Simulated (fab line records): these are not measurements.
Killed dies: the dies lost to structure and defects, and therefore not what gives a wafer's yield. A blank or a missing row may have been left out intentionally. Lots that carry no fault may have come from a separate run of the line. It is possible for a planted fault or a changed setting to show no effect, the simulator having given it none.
One fault through the eyes of 2 desks | flow sfq-line | each desk holds nothing but its own numbers, with what lay behind them at the end

== TOOL OWNER'S DESK, cmp-02 ==
The tool's own readings at SFQ_TRILAYER_I3_CMP_CMP_082 (polishes SiO2): means of the sampled wafers that have a number, for each lot that ran on this tool. Any lot whose mean is over 4 standard deviations away from the usual mean is out of limits and marked OUT; that distance is given in the brackets.
Columns: A = head-pressure-psi at SFQ_TRILAYER_I3_CMP_CMP_082, usual 3.001 psi; B = motor-current-A at SFQ_TRILAYER_I3_CMP_CMP_082, usual 10.2 A; C = time-to-endpoint-s at SFQ_TRILAYER_I3_CMP_CMP_082, usual 215 s
lot  | first seen here | A               | B    | C
L156 | day 30 15:51    | 3.000           | 9.7  | 218
L157 | day 31 01:21    | 2.993           | 10.0 | 213
L161 | day 33 15:02    | 3.002           | 9.7  | 219
L162 | day 34 05:32    | 2.997           | 10.3 | 217
L163 | day 34 11:02    | 3.284 (+45) OUT | 11.0 | 208
L165 | day 35 05:02    | 3.285 (+45) OUT | 10.3 | 201
L174 | day 38 08:40    | 2.994           | 11.2 | 218
This desk's verdict: out of limits on L163, L165, starting with L163 at day 34 11:02 (head-pressure-psi at SFQ_TRILAYER_I3_CMP_CMP_082). Within limits: L156, L157, L161, L162, L174.

== THE METROLOGY DESK ==
Lot by lot, what the gauges showed, no matter which tool ran the lot: averages of those sampled wafers that carry a number. Any lot whose mean is over 4 standard deviations away from the usual mean is out of limits and marked OUT; that distance is given in the brackets.
Columns: A = I1_BOW at SFQ_I1_BOW_MEAS_912, usual -1 um
lot  | first seen here | A
L154 | day 14 16:26    | 6
L156 | day 15 10:37    | -4
L157 | day 15 18:32    | -7
L158 | day 16 03:53    | -4
L161 | day 17 23:56    | 8
L162 | day 18 11:41    | 1
L163 | day 19 00:00    | -2
L165 | day 19 18:00    | -2
L167 | day 20 02:59    | 7
L171 | day 21 17:07    | -2
L172 | day 21 20:08    | -4
L173 | day 22 09:07    | 1
L174 | day 23 00:47    | 1
L177 | day 23 18:56    | -4
Finding of this desk: none of the 14 lots has anything out of limits.

== PUT TOGETHER ==
At day 34 11:02, on L163, L165, the tool owner's desk was in a position to raise an alarm.
The metrology desk saw nothing out of limits.
The metrology desk has L163, L165 on record, within its limits.
All the named lots went through SFQ_TRILAYER_I3_CMP_CMP_082 on cmp-02.

== WHAT WAS PUT IN BY THE SIMULATOR ==
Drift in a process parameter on cmp-02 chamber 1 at SFQ_TRILAYER_I3_CMP_CMP_082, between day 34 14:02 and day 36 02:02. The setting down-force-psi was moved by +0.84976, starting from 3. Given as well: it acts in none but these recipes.
Struck lots among those shown: L163, L165.
